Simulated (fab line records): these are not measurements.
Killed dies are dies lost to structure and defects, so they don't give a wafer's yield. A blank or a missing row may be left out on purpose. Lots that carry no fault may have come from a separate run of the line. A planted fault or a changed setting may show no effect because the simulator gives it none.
The tool behind it: which one? ; flow sky130 ; 39 wafers from 13 lots sampled at 3 of the route's 708 steps

== WHAT THE GAUGES READ, wafer by wafer ==
SKY_SONOS_TUNNEL_CD_MEAS_07: the cd target is 410 nm.
lot;measured;on;cd-nm (nm)
L688;day 11 09:38;cd-sem-02;414 414 413
L690;day 11 23:26;cd-sem-02;411 411 410
L695;day 13 11:50;cd-sem-01;411 412 412
L698;day 14 14:47;cd-sem-02;414 412 413
L699;day 15 01:30;cd-sem-02;416 414 416
L700;day 15 04:53;cd-sem-01;414 415 416
L701;day 15 20:20;cd-sem-02;406 407 408
L704;day 16 12:34;cd-sem-02;405 405 401
L705;day 16 21:17;cd-sem-01;410 412 409
L706;day 17 01:43;cd-sem-02;409 407 408
L708;day 17 18:52;cd-sem-01;409 408 410
L709;day 18 05:28;cd-sem-01;413 410 411
L711;day 18 21:36;cd-sem-01;414 414 411

SKY_POLY_GATE_CD_MEAS_13: the cd target is 150 nm.
lot;measured;on;cd-nm (nm)
L688;day 16 13:03;cd-sem-01;151.7 150.2 150.0
L690;day 17 00:50;cd-sem-02;150.0 151.9 150.4
L695;day 18 22:26;cd-sem-02;151.2 151.3 151.1
L698;day 20 02:54;cd-sem-02;150.6 150.7 149.4
L699;day 20 13:56;cd-sem-02;149.3 149.1 148.2
L700;day 20 22:05;cd-sem-02;149.4 149.1 149.1
L701;day 21 12:14;cd-sem-02;149.6 149.0 149.9
L704;day 22 06:31;cd-sem-02;151.7 150.9 151.4
L705;day 22 12:20;cd-sem-02;151.2 150.1 152.2
L706;day 22 17:37;cd-sem-02;148.5 148.1 148.8
L708;day 23 08:58;cd-sem-02;149.9 150.6 150.5
L709;day 23 21:04;cd-sem-02;153.3 152.5 150.8
L711;day 24 16:17;cd-sem-02;148.2 148.0 148.4

== EACH LOT AND THE TOOL THAT RAN IT (in order: tool; ch and the chambers of the sampled wafers; start) ==
lot;SKY_VT_ADJUST_NCORE_DEHYDRATE_00
L688;litho-track-03 ch 0, day 8 05:08
L690;litho-track-01 ch 0, day 8 17:38
L695;litho-track-04 ch 0, day 9 23:26
L698;litho-track-01 ch 0, day 10 22:56
L699;litho-track-01 ch 0, day 11 08:11
L700;litho-track-03 ch 0, day 11 10:23
L701;litho-track-03 ch 0, day 12 00:23
L704;litho-track-04 ch 0, day 12 12:49
L705;litho-track-03 ch 0, day 12 20:56
L706;litho-track-04 ch 0, day 13 01:28
L708;litho-track-04 ch 0, day 13 16:13
L709;litho-track-04 ch 0, day 14 02:25
L711;litho-track-03 ch 0, day 14 16:50
- SKY_VT_ADJUST_NCORE_DEHYDRATE_00: time 60 s.

== WHAT THE TOOLS THEMSELVES READ (means of the sampled wafers that have a number; where no wafer has one, the mark that the record gives instead) ==
SKY_VT_ADJUST_NCORE_DEHYDRATE_00.
lot;tool;exhaust-pa (Pa);heater-power-total-W (W);run-length-s (s)
L688;litho-track-03;45.5;160.41;88.91
L690;litho-track-01;44.7;160.43;89.29
L695;litho-track-04;44.4;160.28;88.90
L698;litho-track-01;44.9;164.61;84.96
L699;litho-track-01;45.6;164.54;84.89
L700;litho-track-03;46.4;160.48;89.00
L701;litho-track-03;43.7;160.37;88.97
L704;litho-track-04;46.3;160.48;89.11
L705;litho-track-03;44.0;160.33;89.05
L706;litho-track-04;45.2;160.47;88.91
L708;litho-track-04;44.6;160.37;88.93
L709;litho-track-04;44.2;160.54;89.03
L711;litho-track-03;45.8;160.35;89.03

== THE ANSWER, worked out from the rows above alone ==
Rule: what is usual is taken from the lots themselves. The widest of any qualifying gaps counts: lots, ordered by their means at a reading, are off when they make up no more than a third of the lots, leave a main group of 4 or more, and stand apart from it by 3 or more times the standard deviation of that group's means. A main group whose means are all the same, to the digits that the tables above print for the reading, isn't used. Also off: a lot with no number at a reading for which 4 or more lots have one. The other lots that the step has rows for count as sound. After the gauges, taken in route order, come the tools' own readings; for these a lot's mean is taken, as printed above. The first step at which some lot is off is used, and at that step the reading that is off furthest; a lot without a number counts as furthest.
Off, at SKY_VT_ADJUST_NCORE_DEHYDRATE_00 on heater-power-total-W: L698, L699. Main group: mean 160.41 W, sd 0.074.
If a tool, at that step or one of the process steps before it, ran each lot that is off and ran no sound lot following the first of them, it fits. One fits: SKY_VT_ADJUST_NCORE_DEHYDRATE_00 on litho-track-01. A fault onset in the window from L690 (day 8 17:38, its last sound lot) to L698 (day 10 22:56, its first lot off) fits.
The tool's own readings at SKY_VT_ADJUST_NCORE_DEHYDRATE_00 bear it out: on the lots that are off they differ by more than 5 times the standard deviation of the sound lots' means. heater-power-total-W reads 164.57 W there against 160.41 W on the sound lots; run-length-s reads 84.92 s there against 89.01 s on the sound lots.

== WHAT THE SIMULATOR PUT IN ==
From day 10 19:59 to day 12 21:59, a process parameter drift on litho-track-01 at SKY_VT_ADJUST_NCORE_DEHYDRATE_00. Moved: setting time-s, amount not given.
Shown lots that were struck: L698, L699. Same finding as the rule above.
